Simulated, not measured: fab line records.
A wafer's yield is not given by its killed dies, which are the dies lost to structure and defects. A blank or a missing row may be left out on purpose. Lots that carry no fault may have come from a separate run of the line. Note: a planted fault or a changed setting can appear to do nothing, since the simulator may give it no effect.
Problem report, 8D (eight disciplines) form, completed by code / flow sky130 / the parts of the form that need people (team, actions taken, sign-off) are left out

1. WHAT IS WRONG
VT_ADJUST_LVTN_TW at SKY_VT_ADJUST_LVTN_TW_MEAS_10 reads a mean of 231.6 on 6 wafers of 2 lots; wafers without a fault read 241.3 with a standard deviation of 1.8. That is -5.4 standard deviations from the usual mean.
Seen first at day 8 15:59 on film-metro-01, wafer L600.3. The record holds 39 wafers of 13 lots with a number at this step. By rule, "out" or "out of limits" means more than 4 standard deviations away from the usual mean. All remaining wafers that have a number are taken as sound.

2. WHAT IT IS AND WHAT IT IS NOT
question=which readings at this step | is=VT_ADJUST_LVTN_TW | is not=-
question=which lots | is=L600, L601 | is not=L596, L597, L599, L605, L610, L612, L613, L614, L615, L616, L617
question=which wafers of those lots | is=all that have a number | is not=-
question=read on which gauges | is=film-metro-01 | is not=film-metro-02, film-metro-04
question=when | is=from day 8 15:59 | is not=up to then (9 sound wafers); but 24 sound wafers of L605, L610, L612, L613, L614, L615, L616, L617 came after

3. SUSPECTS, AND WHAT RULES EACH OUT
Counting: any tool at a process step up to the reading is kept as a suspect provided that every lot that is out went through it and no sound lot did after the first of them.
- the gauge at SKY_VT_ADJUST_LVTN_TW_MEAS_10: kept. All the wafers that are out were read on film-metro-01, and no step on other tools shows them out.
- rtp-anneal-02 at SKY_NWELL_RTA_28 (time 30 s): ruled out as a lasting fault. Following L600 (day 6 22:06), the first lot on it that is out, the sound lots L610, L612, L613, L615, L617 were run on it.
- implanter-02 at SKY_VT_ADJUST_LVTN_IMPLANT_08: ruled out as a lasting fault. Following L600 (day 8 15:46), the first lot on it that is out, the sound lots L610, L613 were run on it.
The count leaves film-metro-01 at SKY_VT_ADJUST_LVTN_TW_MEAS_10.

4. THE CAUSE (what the simulator had put in)
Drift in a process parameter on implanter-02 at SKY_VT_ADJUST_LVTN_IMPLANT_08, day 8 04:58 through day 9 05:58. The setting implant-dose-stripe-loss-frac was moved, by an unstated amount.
Counting ruled it out, wrongly: the rule takes a fault to strike every lot that its tool runs from its start on, and this one did not.

5. THE EFFECT CHAIN, in route order
One row per reading whose mean, taken over the struck wafers that have a number, lies over 3 standard deviations from the usual. Only readings for which the record gives a usual standard deviation are gone through. hours: the time from each lot's start at the first step in this table that gives one to its start at this step, as a median over the lots. sigmas: the change in usual standard deviations.
hours=0; step=SKY_VT_ADJUST_LVTN_TW_MEAS_10; reading=VT_ADJUST_LVTN_TW; usual=241.3; on struck wafers=231.6; change=-9.7; sigmas=-5.4

6. HOW IT WOULD HAVE BEEN CAUGHT EARLIER
The first out-of-limits reading at a measuring or inspecting step in this record came at day 8 15:59, 11 hours after the fault's start at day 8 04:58.
An alarm limit of 4 standard deviations would not have fired on the tool readings at SKY_VT_ADJUST_LVTN_IMPLANT_08 for which the record gives a usual standard deviation, since none of them was out on any struck wafer.
